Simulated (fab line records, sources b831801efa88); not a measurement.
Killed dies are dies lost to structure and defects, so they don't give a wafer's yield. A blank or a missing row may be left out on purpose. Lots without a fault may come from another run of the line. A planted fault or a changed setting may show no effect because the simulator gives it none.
fab line records | flow gf180mcu
record lots=5 wafers=15 last_day=34
route steps=602 shown HV_LDD@233 NSD@235
lots that met no fault: from a run of the same line without faults
start_h: hours from the record's first day to the start of the lot's first wafer shown | wait_h: hours since the lot's step before | " the same as in the row above | L1.1+2: a row that stands for several wafers | - no value, or no start given | * or withheld: withheld | < > ~ a bound
route shown NAME@n: a module of which the file shows steps, and the number in the route of the first | usual: mean/standard deviation of fault-free wafers | same: alike in all rows | chamber/n: place in a boat | sites: the reading at each site | _std_site: their standard deviation | _edge_site: outer sites' mean less inner sites' | radius_mm: how far each site lies from the wafer's centre | mask NAME#n: copy n | behind: the tool/chamber that last shaped the wafer | hold: why the lot was held/for how many hours/how that ended | device: the transistor (n, p or np) that didn't switch | end of line: the same wafers' tests at the end of the route | a step without rows: its recipe alone | killed: dies lost to structure and defects at the first sort, not the wafer's yield | map: a wafer's dies, x killed, . not, _ none there
set.NAME: the setting as run; set.NAME@STEP: as run at that earlier step | model.NAME: the simulator's own value behind a step, which no gauge read
lots at some steps of the route; a table a step, a row a wafer
services: from which hour (start_h, from the record's first day; less than 0 if before it) a tool's chamber was out of use, for how many hours, and why
## steps
# step GF_HV_LDD_THK_MEAS_57
# recipe reads=Si3N4_of_HV_LDD_CVD_56
# usual HV_LDD_CVD_56_THK=90.3/0.86
# columns lot.wafer tool chamber start_h wait_h HV_LDD_CVD_56_THK[nm]
L084.2 film_metro-04 - 357.84 0.0 90.3
L084.4 " - " " 89.4
L084.5 " - " " 90.1
L086.3 film_metro-04 - 371.42 0.0 89.1
L086.5 " - " " 88.3
L086.6 " - " " 88.7
L092.1 film_metro-02 - 424.45 0.0 90.5
L092.3 " - " " 90.3
L092.4 " - " " 89.8
L095.3 film_metro-03 - 444.96 0.0 87.9
L095.4 " - " " 88.7
L095.5 " - " " 89.1
L097.1 film_metro-02 - 463.55 0.0 90.6
L097.5 " - " " 89.5
L097.6 " - " " 89.6
# step GF_HV_LDD_ETCHBACK_58
# recipe chemistry=CH3F/O2 target=Si3N4 stop_on=SiO2 source_w=400 bias_w=80 pressure_mtorr=25 ch3f_flow_sccm=40 O2_flow_sccm=30 time_s=100 target_depth_a=900
# usual ch3f_flow_sccm=40.02/0.13 drypump_motor_current_A=5.7/0.43 oes_product_au=0.845/0.0065 throttle_valve_pct=10.563/0.0092
# columns lot.wafer tool chamber start_h wait_h ch3f_flow_sccm drypump_motor_current_A oes_product_au rf_hours_counter_h throttle_valve_pct
L084.2 rie_diel-02 3 357.89 0.0 40.15 5.1 0.852 3 10.564
L084.4 " 0 " " 40.17 5.1 0.833 89 10.565
L084.5 " 3 " " 40.07 5.1 0.845 - 10.555
L086.3 rie_diel-04 3 371.46 0.0 40.34 5.7 0.839 54 10.552
L086.5 " 0 " " 39.93 5.7 0.842 - 10.553
L086.6 " 3 " " 39.91 5.7 0.835 - 10.557
L092.1 rie_diel-02 0 424.51 0.1 40.17 5.1 0.837 90 10.548
L092.3 " 2 " " 40.09 6.0 0.846 3 10.570
L092.4 " 1 " " 40.18 5.6 0.849 7 10.550
L095.3 rie_diel-01 3 445.00 0.0 39.92 5.7 0.832 17 10.556
L095.4 " 2 " " 40.00 6.0 0.838 80 10.580
L095.5 " 2 " " 40.14 5.9 0.840 - 10.560
L097.1 rie_diel-01 1 463.61 0.1 40.01 6.0 0.848 8 10.581
L097.5 " 0 " " 39.95 6.5 0.839 - 10.564
L097.6 " 3 " " 40.13 5.6 0.849 - 10.556
# step GF_NSD_DEHYDRATE_00
# recipe temp_c=200 time_s=60
# usual resist_line_temp_C=23.01/0.093
# columns lot.wafer tool chamber start_h wait_h resist_line_temp_C
L084.2 litho_track-04 0 368.12 10.2 22.83
L084.4 " 0 " " 22.93
L084.5 " 0 " " 22.94
L086.3 litho_track-04 0 381.90 10.4 23.09
L086.5 " 0 " " 22.98
L086.6 " 0 " " 23.17
L092.1 litho_track-04 0 436.15 11.6 23.19
L092.3 " 0 " " 23.08
L092.4 " 0 " " 23.17
L095.3 litho_track-03 0 456.99 11.9 23.15
L095.4 " 0 " " 23.01
L095.5 " 0 " " 23.03
L097.1 litho_track-04 0 475.15 11.5 23.01
L097.5 " 0 " " 22.96
L097.6 " 0 " " 23.11
# step GF_NSD_HMDS_01
# recipe prime_time_s=60 prime_temp_c=120
# usual resist_line_temp_C=23.01/0.11
# columns lot.wafer tool chamber start_h wait_h resist_line_temp_C
L084.2 litho_track-04 0 368.27 0.1 23.24
L084.4 " 0 " " 23.23
L084.5 " 0 " " 23.04
L086.3 litho_track-04 0 382.05 0.1 23.07
L086.5 " 0 " " 22.84
L086.6 " 0 " " 22.82
L092.1 litho_track-04 0 436.30 0.1 22.93
L092.3 " 0 " " 23.04
L092.4 " 0 " " 23.06
L095.3 litho_track-03 0 457.14 0.1 23.03
L095.4 " 0 " " 23.10
L095.5 " 0 " " 22.96
L097.1 litho_track-04 0 475.30 0.1 23.21
L097.5 " 0 " " 23.03
L097.6 " 0 " " 23.15
# step GF_NSD_COAT_02
# recipe resist=NOVOLAK spin_rpm=3000 resist_thk_nm=1000
# usual resist_line_temp_C=23.00/0.12
# columns lot.wafer tool chamber start_h wait_h resist_line_temp_C
L084.2 litho_track-04 0 368.42 0.1 23.19
L084.4 " 0 " " 23.11
L084.5 " 0 " " 23.02
L086.3 litho_track-04 0 382.20 0.1 22.83
L086.5 " 0 " " 22.72
L086.6 " 0 " " 22.82
L092.1 litho_track-04 0 436.45 0.1 22.99
L092.3 " 0 " " 22.76
L092.4 " 0 " " 22.86
L095.3 litho_track-03 0 457.29 0.1 22.98
L095.4 " 0 " " 23.07
L095.5 " 0 " " 23.13
L097.1 litho_track-04 0 475.45 0.1 23.16
L097.5 " 0 " " 23.10
L097.6 " 0 " " 23.06
# step GF_NSD_SOFTBAKE_03
# recipe temp_c=90 time_s=60 resist=NOVOLAK
# usual resist_line_temp_C=23.04/0.1
# columns lot.wafer tool chamber start_h wait_h resist_line_temp_C
L084.2 litho_track-04 0 368.57 0.1 23.07
L084.4 " 0 " " 23.19
L084.5 " 0 " " 23.09
L086.3 litho_track-04 0 382.35 0.1 23.13
L086.5 " 0 " " 23.03
L086.6 " 0 " " 23.10
L092.1 litho_track-04 0 436.60 0.1 23.06
L092.3 " 0 " " 23.12
L092.4 " 0 " " 23.03
L095.3 litho_track-03 0 457.44 0.1 22.96
L095.4 " 0 " " 23.01
L095.5 " 0 " " 22.93
L097.1 litho_track-04 0 475.60 0.1 23.15
L097.5 " 0 " " 23.23
L097.6 " 0 " " 23.30
# step GF_NSD_EXPOSE_04
# recipe mask_id=Nplus target_cd_nm=400 na=0.6 source_shape=conventional sigma_outer=0.6 dose_mj=140
# usual reticle_temp_C=23.01/0.11
# columns lot.wafer tool chamber start_h wait_h mask reticle_temp_C
L084.2 iline_stepper-01 0 - - Nplus#0 22.96
L084.4 " 0 " " Nplus#0 23.00
L084.5 " 0 " " Nplus#0 23.11
L086.3 iline_stepper-01 0 - - Nplus#0 23.10
L086.5 " 0 " " Nplus#0 22.90
L086.6 " 0 " " Nplus#0 22.97
L092.1 iline_stepper-01 0 - - Nplus#0 22.87
L092.3 " 0 " " Nplus#0 22.96
L092.4 " 0 " " Nplus#0 23.05
L095.3 iline_stepper-02 0 - - Nplus#0 23.05
L095.4 " 0 " " Nplus#0 22.90
L095.5 " 0 " " Nplus#0 23.02
L097.1 iline_stepper-01 0 - - Nplus#0 22.83
L097.5 " 0 " " Nplus#0 22.85
L097.6 " 0 " " Nplus#0 22.83
# step GF_NSD_PEB_05
# recipe temp_c=withheld time_s=* resist=NOVOLAK
# usual resist_line_temp_C=*
# columns lot.wafer tool chamber start_h wait_h resist_line_temp_C
L084.2 litho_track-04 0 - - *
L084.4 " 0 " " *
L084.5 " 0 " " *
L086.3 litho_track-03 0 - - *
L086.5 " 0 " " *
L086.6 " 0 " " *
L092.1 litho_track-01 0 - - *
L092.3 " 0 " " *
L092.4 " 0 " " *
L095.3 litho_track-03 0 - - *
L095.4 " 0 " " *
L095.5 " 0 " " *
L097.1 litho_track-01 0 - - *
L097.5 " 0 " " *
L097.6 " 0 " " *
# step GF_NSD_DEVELOP_06
# recipe develop_time_s=60 dev_temp_c=23
# usual resist_line_temp_C=23.00/0.11
# columns lot.wafer tool chamber start_h wait_h resist_line_temp_C
L084.2 litho_track-04 0 379.77 0.1 22.88
L084.4 " 0 " " 22.89
L084.5 " 0 " " 22.99
L086.3 litho_track-03 0 393.84 0.1 23.22
L086.5 " 0 " " 23.07
L086.6 " 0 " " 23.15
L092.1 litho_track-01 0 448.80 0.1 23.18
L092.3 " 0 " " 23.10
L092.4 " 0 " " 23.05
L095.3 litho_track-03 0 469.34 0.1 22.85
L095.4 " 0 " " 22.92
L095.5 " 0 " " 22.94
L097.1 litho_track-01 0 487.80 0.1 23.03
L097.5 " 0 " " 23.05
L097.6 " 0 " " 23.10
# step GF_NSD_CD_MEAS_07
# recipe target_cd_nm=400
# usual cd_nm=399.8/1.9
# columns lot.wafer tool chamber start_h wait_h cd_nm
L084.2 cd_sem-01 - 379.92 0.1 401.3
L084.4 " - " " 400.0
L084.5 " - " " 401.1
L086.3 cd_sem-01 - 393.98 0.1 397.9
L086.5 " - " " 395.6
L086.6 " - " " 400.2
L092.1 cd_sem-01 - 448.95 0.1 398.2
L092.3 " - " " 401.0
L092.4 " - " " 397.9
L095.3 cd_sem-01 - 469.48 0.1 398.2
L095.4 " - " " 397.0
L095.5 " - " " 399.0
L097.1 cd_sem-02 - 487.95 0.1 399.0
L097.5 " - " " 397.4
L097.6 " - " " 400.3
# step GF_NSD_OVL_MEAS_08
# usual NSD_OVL=-0.9/1.2
# columns lot.wafer tool chamber start_h wait_h NSD_OVL[nm]
L084.2 overlay-02 - 380.02 0.1 0.4
L084.4 " - " " -1.9
L084.5 " - " " -1.2
L086.3 overlay-02 - 394.07 0.1 -0.5
L086.5 " - " " -0.3
L086.6 " - " " -1.0
L092.1 overlay-01 - 449.07 0.1 -2.3
L092.3 " - " " -3.0
L092.4 " - " " -1.2
L095.3 overlay-02 - 469.57 0.1 0.1
L095.4 " - " " -0.7
L095.5 " - " " -0.3
L097.1 overlay-02 - 488.07 0.1 -0.3
L097.5 " - " " -1.2
L097.6 " - " " -0.8
# step GF_NSD_IMPLANT_09
# recipe species=As energy_kev=60 dose_cm2=4e+15 tilt_deg=7
# usual beam_on_s=20.1/1.4
# columns lot.wafer tool chamber start_h wait_h beam_on_s
L084.2 implanter-04 0 380.08 0.0 21.1
L084.4 " 0 " " 20.8
L084.5 " 0 " " 20.7
L086.3 implanter-01 0 394.14 0.1 18.0
L086.5 " 0 " " 18.1
L086.6 " 0 " " 18.4
L092.1 implanter-04 0 449.11 0.0 21.2
L092.3 " 0 " " 20.6
L092.4 " 0 " " 21.7
L095.3 implanter-04 0 469.64 0.1 20.6
L095.4 " 0 " " 20.6
L095.5 " 0 " " 21.5
L097.1 implanter-03 0 488.11 0.0 20.8
L097.5 " 0 " " 20.3
L097.6 " 0 " " 19.9
# step GF_NSD_IMPLANT_10
# recipe species=P energy_kev=40 dose_cm2=5e+14 tilt_deg=7
# usual beam_on_s=10.01/0.21
# columns lot.wafer tool chamber start_h wait_h beam_on_s
L084.2 implanter-04 0 380.23 0.1 10.19
L084.4 " 0 " " 9.96
L084.5 " 0 " " 10.05
L086.3 implanter-01 0 394.29 0.1 10.32
L086.5 " 0 " " 9.92
L086.6 " 0 " " 9.84
L092.1 implanter-04 0 449.26 0.1 9.57
L092.3 " 0 " " 9.87
L092.4 " 0 " " 9.67
L095.3 implanter-04 0 469.79 0.1 10.31
L095.4 " 0 " " 10.08
L095.5 " 0 " " 9.82
L097.1 implanter-03 0 488.41 0.2 10.31
L097.5 " 0 " " 10.07
L097.6 " 0 " " 9.95
# step GF_NSD_STRIP_11
# recipe chemistry=O2/N2 power_w=1400 pressure_mtorr=1500 platen_temp_c=250 o2_flow_sccm=3000 n2_flow_sccm=300 overash_fraction=0.5
# usual drypump_motor_current_A=5.5/0.43 heater_power_w=325/15 oes_product_au=0.487/0.0049 strip_time_to_endpoint_s=22.96/0.034
# columns lot.wafer tool chamber start_h wait_h drypump_motor_current_A heater_power_w oes_product_au rf_hours_counter_h strip_time_to_endpoint_s
L084.2 plasma_asher-01 0 380.35 0.1 5.3 321 0.482 29 22.97
L084.4 " 0 " " 5.3 315 0.485 - 22.99
L084.5 " 0 " " 5.2 309 0.486 - 22.99
L086.3 plasma_asher-01 0 394.43 0.1 5.3 320 0.495 - 22.98
L086.5 " 1 " " 5.4 342 0.486 - 22.98
L086.6 " 0 " " 5.3 311 0.480 - 22.98
L092.1 plasma_asher-02 0 449.41 0.1 6.6 314 0.495 2 22.97
L092.3 " 1 " " 5.5 310 0.484 - 22.93
L092.4 " 0 " " 6.6 311 0.488 - 22.93
L095.3 plasma_asher-04 1 469.93 0.1 4.9 324 0.491 - 22.87
L095.4 " 0 " " 5.7 333 0.482 - 22.90
L095.5 " 1 " " 4.9 329 0.486 - 22.93
L097.1 plasma_asher-02 0 488.56 0.1 6.6 316 0.491 6 22.95
L097.5 " 1 " " 5.5 309 0.503 - 22.97
L097.6 " 0 " " 6.5 311 0.488 - 22.96
## services
# columns tool chamber start_h hours kind
plasma_asher-02 - 339.05 0.3 repair
implanter-03 - 363.86 2.4 repair
implanter-01 - 367.31 1.5 repair
rie_diel-02 1 375.06 3.0 repair
rie_diel-02 2 382.85 2.4 repair
implanter-04 - 388.66 3.0 pm
iline_stepper-01 - 399.62 1.4 repair
plasma_asher-01 - 406.31 2.1 repair
plasma_asher-02 - 406.93 7.6 repair
plasma_asher-01 - 408.92 2.0 repair
iline_stepper-01 - 411.72 1.7 pm
rie_diel-04 - 412.55 4.3 pm
implanter-01 - 417.13 4.8 pm
implanter-04 - 418.56 4.8 repair
plasma_asher-02 - 421.25 9.0 pm
plasma_asher-02 0 421.25 9.0 vent_cycle
plasma_asher-02 1 421.25 9.0 vent_cycle
rie_diel-02 3 429.09 9.1 repair
plasma_asher-02 0 430.25 - clean
plasma_asher-02 1 430.25 - clean
rie_diel-02 2 449.01 6.3 repair
implanter-01 - 456.62 0.5 repair
iline_stepper-02 - 473.27 1.7 pm
rie_diel-01 2 479.60 22.2 repair
## key
fault none
